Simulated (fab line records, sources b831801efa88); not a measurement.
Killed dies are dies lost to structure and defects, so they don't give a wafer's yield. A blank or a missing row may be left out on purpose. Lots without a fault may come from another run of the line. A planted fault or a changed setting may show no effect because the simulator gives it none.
fab line records | flow sky130
record lots=5 wafers=15 last_day=50
route steps=708 shown LDD_HVN@274 LDD_HVP@278 LDD_LDN@289 SPACER@304 POLY_CUT@307 PAD_OPEN@708
lots that met no fault: from a run of the same line without faults
start_h: hours from the record's first day to the start of the lot's first wafer shown | wait_h: hours since the lot's step before | " the same as in the row above | L1.1+2: a row that stands for several wafers | - no value, or no start given | * or withheld: withheld | < > ~ a bound
route shown NAME@n: a module of which the file shows steps, and the number in the route of the first | usual: mean/standard deviation of fault-free wafers | same: alike in all rows | chamber/n: place in a boat | sites: the reading at each site | _std_site: their standard deviation | _edge_site: outer sites' mean less inner sites' | radius_mm: how far each site lies from the wafer's centre | mask NAME#n: copy n | behind: the tool/chamber that last shaped the wafer | hold: why the lot was held/for how many hours/how that ended | device: the transistor (n, p or np) that didn't switch | end of line: the same wafers' tests at the end of the route | a step without rows: its recipe alone | killed: dies lost to structure and defects at the first sort, not the wafer's yield | map: a wafer's dies, x killed, . not, _ none there
set.NAME: the setting as run; set.NAME@STEP: as run at that earlier step | model.NAME: the simulator's own value behind a step, which no gauge read
lots at some steps of the route; a table a step, a row a wafer
services: from which hour (start_h, from the record's first day; less than 0 if before it) a tool's chamber was out of use, for how many hours, and why
## steps
# step SKY_LDD_HVN_OVL_MEAS_07
# usual LDD_HVN_OVL=0.2/1.3
# columns lot.wafer tool chamber start_h wait_h LDD_HVN_OVL[nm]
L442.3 overlay-01 - 514.11 0.1 -1.7
L442.4 " - " " -1.1
L442.6 " - " " -1.1
L446.2 overlay-01 - 558.06 0.1 1.2
L446.3 " - " " 1.8
L446.6 " - " " 0.5
L452.1 overlay-01 - 609.75 0.1 0.9
L452.5 " - " " 0.3
L452.6 " - " " 2.2
L457.1 overlay-01 - 642.56 0.1 -1.0
L457.4 " - " " 0.6
L457.5 " - " " 1.5
L459.2 overlay-01 - 653.42 0.1 0.1
L459.5 " - " " -0.4
L459.6 " - " " -0.4
# step SKY_LDD_HVN_IMPLANT_08
# recipe species=P energy_kev=60.43 dose_cm2=3e+13 tilt_deg=40
# step SKY_LDD_HVN_STRIP_09
# recipe chemistry=O2/N2 power_w=1400 pressure_mtorr=1500 platen_temp_c=withheld o2_flow_sccm=3000 n2_flow_sccm=300 overash_fraction=0.5
# usual drypump_motor_current_A=5.44/0.28 oes_product_au=0.407/0.0043 strip_time_to_endpoint_s=4.130/0.013
# columns lot.wafer tool chamber start_h wait_h drypump_motor_current_A oes_product_au rf_hours_counter_h strip_time_to_endpoint_s
L442.3 plasma_asher-01 1 514.32 0.1 5.14 0.403 - 4.135
L442.4 " 0 " " 5.09 0.398 - 4.141
L442.6 " 1 " " 5.14 0.408 - 4.118
L446.2 plasma_asher-04 0 558.24 0.1 5.71 0.402 90 4.120
L446.3 " 1 " " 5.63 0.414 - 4.109
L446.6 " 1 " " 5.60 0.405 - 4.121
L452.1 plasma_asher-01 1 609.94 0.1 5.13 0.404 76 4.153
L452.5 " 0 " " 5.10 0.415 - 4.136
L452.6 " 1 " " 5.10 0.409 - 4.123
L457.1 plasma_asher-01 1 642.75 0.1 5.13 0.406 80 4.136
L457.4 " 0 " " 5.10 0.411 - 4.119
L457.5 " 0 " " 5.09 0.408 - 4.134
L459.2 plasma_asher-01 1 653.60 0.1 5.11 0.406 81 4.125
L459.5 " 1 " " 5.12 0.412 - 4.129
L459.6 " 0 " " 5.11 0.405 - 4.132
# step SKY_LDD_HVN_TW_MEAS_10
# usual LDD_HVN_TW=1444/11
# columns lot.wafer tool chamber start_h wait_h LDD_HVN_TW
L442.3 film_metro-01 - 514.41 0.1 1439
L442.4 " - " " 1445
L442.6 " - " " 1432
L446.2 film_metro-02 - 558.35 0.1 1458
L446.3 " - " " 1462
L446.6 " - " " 1460
L452.1 film_metro-02 - 610.04 0.1 1452
L452.5 " - " " 1458
L452.6 " - " " 1459
L457.1 film_metro-03 - 642.85 0.1 1437
L457.4 " - " " 1428
L457.5 " - " " 1437
L459.2 film_metro-03 - 653.71 0.1 1452
L459.5 " - " " 1441
L459.6 " - " " 1438
# step SKY_LDD_HVP_DEHYDRATE_00
# recipe temp_c=200 time_s=60
# step SKY_LDD_HVP_HMDS_01
# recipe prime_time_s=60 prime_temp_c=120
# step SKY_LDD_HVP_COAT_02
# recipe resist=NOVOLAK spin_rpm=3000 resist_thk_nm=300
# step SKY_LDD_HVP_SOFTBAKE_03
# recipe temp_c=90 time_s=60 resist=NOVOLAK
# step SKY_LDD_HVP_EXPOSE_04
# recipe mask_id=HVPTM na=0.6 source_shape=conventional sigma_outer=0.6 polarization=unpolarized target_cd_nm=700 dose_mj=86
# step SKY_LDD_HVP_PEB_05
# recipe temp_c=withheld time_s=* resist=NOVOLAK
# step SKY_LDD_HVP_DEVELOP_06
# recipe resist=NOVOLAK developer=TMAH develop_time_s=60 dev_temp_c=23
# step SKY_LDD_HVP_OVL_MEAS_07
# usual LDD_HVP_OVL=-0.2/1.4
# columns lot.wafer tool chamber start_h wait_h LDD_HVP_OVL[nm]
L442.3 overlay-01 - 544.13 0.1 -0.4
L442.4 " - " " 0.3
L442.6 " - " " 0.0
L446.2 overlay-01 - 587.30 0.1 0.9
L446.3 " - " " 2.2
L446.6 " - " " 0.0
L452.1 overlay-02 - 639.20 0.1 -0.1
L452.5 " - " " 2.2
L452.6 " - " " 0.7
L457.1 overlay-01 - 670.42 0.1 0.6
L457.4 " - " " -0.3
L457.5 " - " " 0.1
L459.2 overlay-02 - 680.71 0.1 1.5
L459.5 " - " " 1.1
L459.6 " - " " 0.4
# step SKY_LDD_HVP_IMPLANT_08
# recipe species=B energy_kev=20 dose_cm2=1.7e+13 tilt_deg=17.9
# usual faraday_current_uA=95.9/1.7
# same implant_ion_amu=11
# columns lot.wafer tool chamber start_h wait_h faraday_current_uA
L442.3 implanter-04 0 544.20 0.1 97.7
L442.4 " 0 " " 97.3
L442.6 " 0 " " 96.8
L446.2 implanter-03 0 587.35 0.0 95.2
L446.3 " 0 " " 97.1
L446.6 " 0 " " 95.9
L452.1 implanter-04 0 639.24 0.0 99.1
L452.5 " 0 " " 96.9
L452.6 " 0 " " 97.4
L457.1 implanter-02 0 670.45 0.0 92.3
L457.4 " 0 " " 97.7
L457.5 " 0 " " 94.9
L459.2 implanter-03 0 680.76 0.0 96.5
L459.5 " 0 " " 95.1
L459.6 " 0 " " 96.4
# step SKY_LDD_HVP_STRIP_09
# recipe chemistry=O2/N2 power_w=1400 pressure_mtorr=1500 platen_temp_c=withheld o2_flow_sccm=3000 n2_flow_sccm=300 overash_fraction=0.5
# usual drypump_motor_current_A=5.6/0.36 oes_product_au=0.409/0.0047 strip_time_to_endpoint_s=4.128/0.012
# columns lot.wafer tool chamber start_h wait_h drypump_motor_current_A oes_product_au rf_hours_counter_h strip_time_to_endpoint_s
L442.3 plasma_asher-02 0 544.34 0.1 5.7 0.408 - 4.106
L442.4 " 1 " " 6.1 0.414 - 4.118
L442.6 " 1 " " 6.1 0.413 - 4.146
L446.2 plasma_asher-02 0 587.48 0.1 5.7 0.409 15 4.129
L446.3 " 0 " " 5.7 0.404 - 4.144
L446.6 " 1 " " 6.1 0.405 - 4.125
L452.1 plasma_asher-02 0 639.39 0.1 5.7 0.410 20 4.131
L452.5 " 1 " " 6.1 0.406 - 4.138
L452.6 " 0 " " 5.7 0.407 - 4.109
L457.1 plasma_asher-01 0 670.60 0.1 5.1 0.412 82 4.134
L457.4 " 1 " " 5.1 0.406 - 4.123
L457.5 " 0 " " 5.1 0.409 - 4.120
L459.2 plasma_asher-04 1 680.89 0.1 5.6 0.405 102 4.117
L459.5 " 0 " " 5.7 0.408 - 4.117
L459.6 " 1 " " 5.6 0.409 - 4.114
# step SKY_LDD_HVP_TW_MEAS_10
# usual LDD_HVP_TW=460/3.1
# columns lot.wafer tool chamber start_h wait_h LDD_HVP_TW
L442.3 film_metro-02 - 544.42 0.1 460
L442.4 " - " " 457
L442.6 " - " " 458
L446.2 film_metro-03 - 587.59 0.1 456
L446.3 " - " " 454
L446.6 " - " " 457
L452.1 film_metro-02 - 639.49 0.1 456
L452.5 " - " " 458
L452.6 " - " " 456
L457.1 film_metro-03 - 670.70 0.1 455
L457.4 " - " " 460
L457.5 " - " " 457
L459.2 film_metro-02 - 681.00 0.1 461
L459.5 " - " " 460
L459.6 " - " " 461
# step SKY_LDD_LDN_DEHYDRATE_00
# recipe temp_c=200 time_s=60
# step SKY_LDD_LDN_HMDS_01
# recipe prime_time_s=60 prime_temp_c=120
# step SKY_LDD_LDN_COAT_02
# recipe resist=NOVOLAK spin_rpm=3000 resist_thk_nm=1148
# step SKY_LDD_LDN_SOFTBAKE_03
# recipe temp_c=90 time_s=60 resist=NOVOLAK
# step SKY_LDD_LDN_EXPOSE_04
# recipe mask_id=LDNTM na=0.6 source_shape=conventional sigma_outer=0.6 polarization=unpolarized target_cd_nm=700 dose_mj=140
# step SKY_LDD_LDN_PEB_05
# recipe temp_c=withheld time_s=* resist=NOVOLAK
# step SKY_LDD_LDN_DEVELOP_06
# recipe resist=NOVOLAK developer=TMAH develop_time_s=60 dev_temp_c=23
# step SKY_LDD_LDN_OVL_MEAS_07
# usual LDD_LDN_OVL=0.5/1.2
# columns lot.wafer tool chamber start_h wait_h LDD_LDN_OVL[nm]
L442.3 overlay-01 - 574.05 0.1 1.0
L442.4 " - " " 0.1
L442.6 " - " " -0.5
L446.2 overlay-02 - 616.20 0.1 -1.2
L446.3 " - " " 1.7
L446.6 " - " " -0.1
L452.1 overlay-02 - 666.71 0.1 2.5
L452.5 " - " " 2.1
L452.6 " - " " 1.8
L457.1 overlay-01 - 698.06 0.1 1.2
L457.4 " - " " 1.6
L457.5 " - " " 0.7
L459.2 overlay-02 - 708.40 0.1 -0.1
L459.5 " - " " -1.7
L459.6 " - " " -1.7
# step SKY_LDD_LDN_IMPLANT_08
# recipe species=As energy_kev=15 dose_cm2=1.25e+13 tilt_deg=withheld rotation_deg=23
# step SKY_LDD_LDN_IMPLANT_09
# recipe species=As energy_kev=15 dose_cm2=1.25e+13 tilt_deg=withheld rotation_deg=113
# step SKY_LDD_LDN_IMPLANT_10
# recipe species=As energy_kev=15 dose_cm2=1.25e+13 tilt_deg=withheld rotation_deg=203
# step SKY_LDD_LDN_IMPLANT_11
# recipe species=As energy_kev=15 dose_cm2=1.25e+13 tilt_deg=withheld rotation_deg=293
# step SKY_LDD_LDN_STRIP_12
# recipe chemistry=O2/N2 power_w=1400 pressure_mtorr=1500 platen_temp_c=withheld o2_flow_sccm=3000 n2_flow_sccm=300 overash_fraction=0.5
# usual drypump_motor_current_A=5.75/0.25 oes_product_au=0.715/0.0045 strip_time_to_endpoint_s=14.259/0.028
# columns lot.wafer tool chamber start_h wait_h drypump_motor_current_A oes_product_au rf_hours_counter_h strip_time_to_endpoint_s
L442.3 plasma_asher-03 1 574.71 0.1 5.42 0.722 - 14.255
L442.4 " 0 " " 5.77 0.714 - 14.280
L442.6 " 0 " " 5.82 0.715 - 14.283
L446.2 plasma_asher-03 1 616.83 0.1 5.41 0.716 51 14.277
L446.3 " 1 " " 5.41 0.710 - 14.256
L446.6 " 1 " " 5.41 0.712 - 14.261
L452.1 plasma_asher-04 1 667.35 0.1 5.60 0.712 100 14.196
L452.5 " 1 " " 5.57 0.714 - 14.196
L452.6 " 0 " " 5.74 0.714 - 14.231
L457.1 plasma_asher-03 1 698.70 0.1 5.40 0.718 60 14.212
L457.4 " 1 " " 5.41 0.713 - 14.254
L457.5 " 0 " " 5.81 0.717 - 14.210
L459.2 plasma_asher-02 1 709.03 0.1 6.09 0.712 27 14.267
L459.5 " 0 " " 5.68 0.715 - 14.237
L459.6 " 1 " " 6.10 0.720 - 14.235
# step SKY_LDD_LDN_TW_MEAS_13
# usual LDD_LDN_TW=1488/10
# columns lot.wafer tool chamber start_h wait_h LDD_LDN_TW
L442.3 film_metro-02 - 574.80 0.1 1497
L442.4 " - " " 1502
L442.6 " - " " 1508
L446.2 film_metro-04 - 616.94 0.1 1474
L446.3 " - " " 1474
L446.6 " - " " 1469
L452.1 film_metro-04 - 667.45 0.1 1485
L452.5 " - " " 1488
L452.6 " - " " 1488
L457.1 film_metro-04 - 698.80 0.1 1488
L457.4 " - " " 1482
L457.5 " - " " 1480
L459.2 film_metro-04 - 709.14 0.1 1488
L459.5 " - " " 1487
L459.6 " - " " 1484
# step SKY_LDD_LDN_CLEAN_14
# recipe chemistry=SC1/SC2 mix=1:4:20 temp_c=70 time_s=150 dry=n2_spin
# step SKY_SPACER_CVD_00
# recipe material=Si3N4 precursor=DCS/NH3 target_thk_nm=43.1 temp_c=770 time_s=740 pressure_mtorr=250
# step SKY_SPACER_THK_MEAS_01
# recipe reads=Si3N4_of_SPACER_CVD_00
# usual SPACER_CVD_00_THK=43.0/0.39
# columns lot.wafer tool chamber start_h wait_h SPACER_CVD_00_THK[nm]
L442.3 film_metro-04 - 576.35 0.0 42.6
L442.4 " - " " 43.0
L442.6 " - " " 42.6
L446.2 film_metro-04 - 619.03 0.0 43.0
L446.3 " - " " 43.5
L446.6 " - " " 43.0
L452.1 film_metro-03 - 669.96 0.0 43.3
L452.5 " - " " 43.1
L452.6 " - " " 42.9
L457.1 film_metro-01 - 700.71 0.0 43.3
L457.4 " - " " 43.2
L457.5 " - " " 43.3
L459.2 film_metro-03 - 711.21 0.0 42.5
L459.5 " - " " 42.5
L459.6 " - " " 42.3
# step SKY_SPACER_ETCHBACK_02
# recipe chemistry=CH3F/O2 target=Si3N4 stop_on=SiO2 source_w=400 bias_w=80 pressure_mtorr=25 ch3f_flow_sccm=40 O2_flow_sccm=30 time_s=46.7 target_depth_a=450
# usual drypump_motor_current_A=5.8/0.33 oes_product_au=0.853/0.0066 rf_fwd_power_W=396.3/1.5 throttle_valve_pct=10.563/0.0092
# columns lot.wafer tool chamber start_h wait_h drypump_motor_current_A oes_product_au rf_fwd_power_W rf_hours_counter_h throttle_valve_pct
L442.3 rie_diel-01 1 576.39 0.0 5.4 0.854 396.0 7 10.543
L442.4 " 2 " " 5.9 0.853 396.1 18 10.575
L442.6 " 1 " " 5.5 0.841 393.9 - 10.576
L446.2 rie_diel-02 1 619.08 0.0 6.1 0.854 400.5 10 10.559
L446.3 " 2 " " 5.4 0.855 395.5 13 10.577
L446.6 " 1 " " 6.1 0.848 398.3 - 10.564
L452.1 rie_diel-01 2 670.02 0.1 5.9 0.855 395.5 21 10.568
L452.5 " 1 " " 5.4 0.851 395.5 - 10.558
L452.6 " 2 " " 5.9 0.844 394.5 - 10.563
L457.1 rie_diel-04 0 700.77 0.1 5.1 0.855 395.6 12 10.567
L457.4 " 1 " " 5.9 0.864 398.8 15 10.579
L457.5 " 2 " " 5.8 0.853 395.6 - 10.558
L459.2 rie_diel-04 3 711.26 0.0 6.5 0.847 395.9 6 10.569
L459.5 " 3 " " 6.5 0.849 396.3 - 10.564
L459.6 " 0 " " 5.0 0.847 393.4 - 10.569
# step SKY_POLY_CUT_DEHYDRATE_00
# recipe temp_c=200 time_s=60
# step SKY_POLY_CUT_HMDS_01
# recipe prime_time_s=60 prime_temp_c=120
# step SKY_POLY_CUT_COAT_02
# recipe resist=BARC temp_c=withheld time_s=withheld spin_rpm=3000 resist_thk_nm=60
# step SKY_POLY_CUT_COAT_03
# recipe resist=KrF-thick spin_rpm=3000 resist_thk_nm=450
# step SKY_POLY_CUT_SOFTBAKE_04
# recipe temp_c=100 time_s=90 resist=KrF-thick
# step SKY_POLY_CUT_EXPOSE_05
# recipe mask_id=NPCM na=0.8 source_shape=annular sigma_inner=0.55 sigma_outer=0.85 target_cd_nm=270 dose_mj=32
# step SKY_POLY_CUT_PEB_06
# recipe peb_temp_c=withheld peb_time_s=withheld resist=KrF-thick
# step SKY_POLY_CUT_DEVELOP_07
# recipe develop_time_s=60 resist=KrF-thick dev_temp_c=21
# step SKY_POLY_CUT_CD_MEAS_08
# recipe target_cd_nm=270
# usual cd_nm=269.9/1.4
# columns lot.wafer tool chamber start_h wait_h cd_nm
L442.3 cd_sem-02 - 605.30 - 271.5
L442.4 " - " " 272.6
L442.6 " - " " 270.5
L446.2 cd_sem-02 - 648.01 - 268.8
L446.3 " - " " 268.7
L446.6 " - " " 268.5
L452.1 cd_sem-01 - 698.24 - 266.6
L452.5 " - " " 269.0
L452.6 " - " " 268.3
L457.1 cd_sem-01 - 728.19 - 269.1
L457.4 " - " " 269.0
L457.5 " - " " 269.4
L459.2 cd_sem-02 - 739.38 - 267.6
L459.5 " - " " 269.0
L459.6 " - " " 269.4
# step SKY_PAD_OPEN_PROBE_99
# usual killed_at_M0_to_M3=43/7.7 killed_at_M4_up=3.0/1.7 killed_at_contacts=24/5.2 killed_at_front_end=15/4.5 killed_at_other=0.3/0.5 killed_dies=85/9.5 killed_open=47/6.6 killed_short=38/6.6
# same gross_dies=492 killed_at_back_side=0
# columns lot.wafer tool chamber start_h wait_h killed_at_M0_to_M3 killed_at_M4_up killed_at_contacts killed_at_front_end killed_at_other killed_dies killed_open killed_short model.etest.tip_p_5v.rs_ohm_sq model.etest.tip_p_5v.rs_ohm_sq_range model.etest.tip_p_5v.rs_ohm_sq_rim_less_centre
L442.3 prober-01 - 1111.49 0.2 34 5 24 20 1 84 48 36 2903 70.37 0.2787
L442.4 prober-01 - 1111.54 0.2 39 1 27 19 0 86 49 37 2898 69.04 2.583
L442.6 prober-01 - 1111.64 0.2 40 4 27 22 0 93 57 36 2904 74.78 -22.51
L446.2 prober-01 - 1135.19 0.1 34 4 23 14 0 75 42 33 2876 112.9 -68.94
L446.3 prober-01 - 1135.24 0.2 33 4 28 23 0 88 58 30 2859 80.94 -35.1
L446.6 prober-01 - 1135.39 0.3 41 4 23 14 0 82 44 38 2887 107.9 -66.9
L452.1 prober-02 - 1174.11 0.1 49 5 16 12 1 83 40 43 3017 166.6 -59.91
L452.5 prober-02 - 1174.31 0.2 43 2 15 11 0 71 39 32 3024 175.9 -81.69
L452.6 prober-02 - 1174.36 0.2 32 2 31 14 0 79 48 31 3042 215 -52.66
L457.1 prober-02 - 1188.21 0.1 45 3 24 16 1 89 56 33 2852 74.57 11.29
L457.4 prober-02 - 1188.36 0.2 56 4 29 20 0 109 63 46 2853 32.4 4.734
L457.5 prober-02 - 1188.41 0.2 67 2 20 13 1 103 60 43 2837 83.29 -18.75
L459.2 prober-02 - 1194.59 0.1 47 1 15 15 0 78 40 38 2856 61.44 -42.47
L459.5 prober-02 - 1194.74 0.2 42 3 34 16 0 95 46 49 2876 66.88 34.76
L459.6 prober-02 - 1194.79 0.2 44 2 22 21 0 89 52 37 2863 65.22 0.7189
# killed by level:class
L442.3 VIA1:geometric_particle:open=12 CONTACT:geometric_particle:open=9 LI_CONTACT:geometric_particle:open=7 VIA2:geometric_particle:open=6 POLY_GATE:geometric_particle:open=5 FIELD_ISO:geometric_particle:short=4 POLY_GATE:geometric_particle:short=4 METAL2:geometric_particle:short=4
L442.4 LI_CONTACT:geometric_particle:open=13 VIA2:geometric_particle:open=11 FIELD_ISO:geometric_particle:short=7 CONTACT:geometric_particle:open=6 METAL1:geometric_particle:short=5 LOCAL_INTERCONNECT:geometric_particle:short=5 VIA1:geometric_particle:open=4 VIA3:geometric_particle:short=4
L442.6 LI_CONTACT:geometric_particle:open=10 VIA3:geometric_particle:open=10 VIA2:geometric_particle:open=9 FIELD_ISO:geometric_particle:open=7 VIA1:geometric_particle:open=7 CONTACT:geometric_particle:open=6 LI_CONTACT:geometric_particle:short=4 CONTACT:geometric_particle:short=4
L446.2 LI_CONTACT:geometric_particle:open=8 CONTACT:geometric_particle:open=6 CONTACT:geometric_particle:short=6 VIA2:geometric_particle:short=6 VIA3:geometric_particle:open=6 POLY_GATE:geometric_particle:open=5 VIA1:geometric_particle:open=5 VIA2:geometric_particle:open=4
L446.3 LI_CONTACT:geometric_particle:open=14 VIA1:geometric_particle:open=10 CONTACT:geometric_particle:open=9 FIELD_ISO:geometric_particle:open=7 VIA2:geometric_particle:open=7 POLY_GATE:geometric_particle:short=6 POLY_GATE:geometric_particle:open=5 FIELD_ISO:geometric_particle:short=4
L446.6 VIA1:geometric_particle:open=14 METAL2:geometric_particle:short=8 LI_CONTACT:geometric_particle:short=5 LI_CONTACT:geometric_particle:open=5 CONTACT:geometric_particle:open=5 VIA3:geometric_particle:open=5 POLY_GATE:geometric_particle:open=4 CONTACT:geometric_particle:short=4
L452.1 VIA2:geometric_particle:open=8 VIA1:geometric_particle:open=8 VIA1:geometric_particle:short=7 VIA3:geometric_particle:open=6 METAL4:geometric_particle:short=5 LI_CONTACT:geometric_particle:open=5 METAL3:geometric_particle:short=5 POLY_GATE:geometric_particle:short=4
L452.5 VIA2:geometric_particle:open=9 METAL2:geometric_particle:short=7 VIA1:geometric_particle:open=6 VIA3:geometric_particle:open=5 LI_CONTACT:geometric_particle:open=4 METAL2:geometric_particle:open=4 CONTACT:geometric_particle:open=4 METAL1:geometric_particle:short=4
L452.6 VIA1:geometric_particle:open=12 LI_CONTACT:geometric_particle:open=11 FIELD_ISO:geometric_particle:open=7 CONTACT:geometric_particle:short=6 CONTACT:geometric_particle:open=6 LOCAL_INTERCONNECT:geometric_particle:short=4 METAL1:geometric_particle:short=4 METAL2:geometric_particle:short=4
L457.1 VIA1:geometric_particle:open=11 VIA2:geometric_particle:open=10 CONTACT:geometric_particle:short=9 FIELD_ISO:geometric_particle:open=8 CONTACT:geometric_particle:open=8 LI_CONTACT:geometric_particle:open=5 VIA3:geometric_particle:open=5 FIELD_ISO:geometric_particle:short=4
L457.4 VIA1:geometric_particle:open=16 LI_CONTACT:geometric_particle:open=11 METAL2:geometric_particle:short=11 CONTACT:geometric_particle:open=10 FIELD_ISO:geometric_particle:open=7 METAL1:geometric_particle:short=7 VIA3:geometric_particle:open=7 FIELD_ISO:geometric_particle:short=5
L457.5 VIA1:geometric_particle:open=17 VIA2:geometric_particle:open=12 METAL2:geometric_particle:short=8 METAL1:geometric_particle:short=7 VIA1:geometric_particle:short=7 VIA3:geometric_particle:open=7 LI_CONTACT:geometric_particle:open=5 CONTACT:geometric_particle:open=5
L459.2 VIA3:geometric_particle:open=7 VIA2:geometric_particle:open=7 CONTACT:geometric_particle:open=6 METAL1:geometric_particle:short=6 METAL1:geometric_particle:open=5 VIA1:geometric_particle:open=5 METAL2:geometric_particle:short=5 CONTACT:geometric_particle:short=4
L459.5 CONTACT:geometric_particle:open=12 LI_CONTACT:geometric_particle:open=9 METAL1:geometric_particle:short=8 POLY_GATE:geometric_particle:short=7 VIA1:geometric_particle:open=7 METAL2:geometric_particle:short=7 LI_CONTACT:geometric_particle:short=5 VIA1:geometric_particle:short=5
L459.6 VIA1:geometric_particle:open=9 VIA2:geometric_particle:open=9 LI_CONTACT:geometric_particle:open=8 CONTACT:geometric_particle:open=7 METAL2:geometric_particle:short=6 FIELD_ISO:geometric_particle:open=5 POLY_GATE:geometric_particle:open=5 METAL1:geometric_particle:short=5
## services
# columns tool chamber start_h hours kind
rie_diel-02 3 544.99 19.0 repair
plasma_asher-02 - 563.22 1.4 repair
implanter-04 - 566.57 4.7 pm
rie_diel-01 - 571.13 2.8 pm
implanter-04 - 602.34 1.5 pm
implanter-02 - 603.24 2.3 repair
plasma_asher-04 - 606.65 2.8 pm
rie_diel-01 0 616.98 6.7 repair
rie_diel-01 2 620.37 14.7 repair
rie_diel-04 0 621.97 34.4 repair
rie_diel-01 1 622.28 12.4 repair
rie_diel-04 1 622.35 6.4 repair
plasma_asher-03 - 622.71 0.4 repair
implanter-04 - 627.17 5.0 repair
rie_diel-04 3 630.51 4.6 repair
rie_diel-01 3 641.04 38.2 repair
rie_diel-01 1 644.74 8.7 repair
rie_diel-01 0 645.89 9.9 repair
rie_diel-04 - 660.87 0.5 repair
plasma_asher-02 - 665.99 4.9 repair
rie_diel-04 - 666.34 1.1 repair
implanter-03 - 692.30 6.0 pm
rie_diel-04 - 708.47 1.8 repair
## key
first_sign none at tools or gauges
model_effect step=SKY_PAD_OPEN_PROBE_99 value=etest.tip_p_5v.rs_ohm_sq without=2862 struck=3028
met_at SKY_LDD_HVP_IMPLANT_08
struck_wafers L452.1,L452.5,L452.6
tester_left_out L452
onset_between 544.20 639.24
also_fits SKY_LDD_HVP_STRIP_09:plasma_asher-02,SKY_LDD_LDN_STRIP_12:plasma_asher-04,SKY_SPACER_ETCHBACK_02:rie_diel-01
fault kind=process_parameter_drift tool=implanter-04 chamber=- onset_h=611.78 steps=SKY_LDD_HVP_IMPLANT_08 channel=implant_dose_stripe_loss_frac offset=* shape=step end_h=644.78
# tester_left_out: of these lots the tester's yield and bins aren't shown, on N5 and GAA mostly nor the transistor test; their killed dies are dies lost to structure and defects alone, not to doping, threshold or leakage, so they don't give the yield
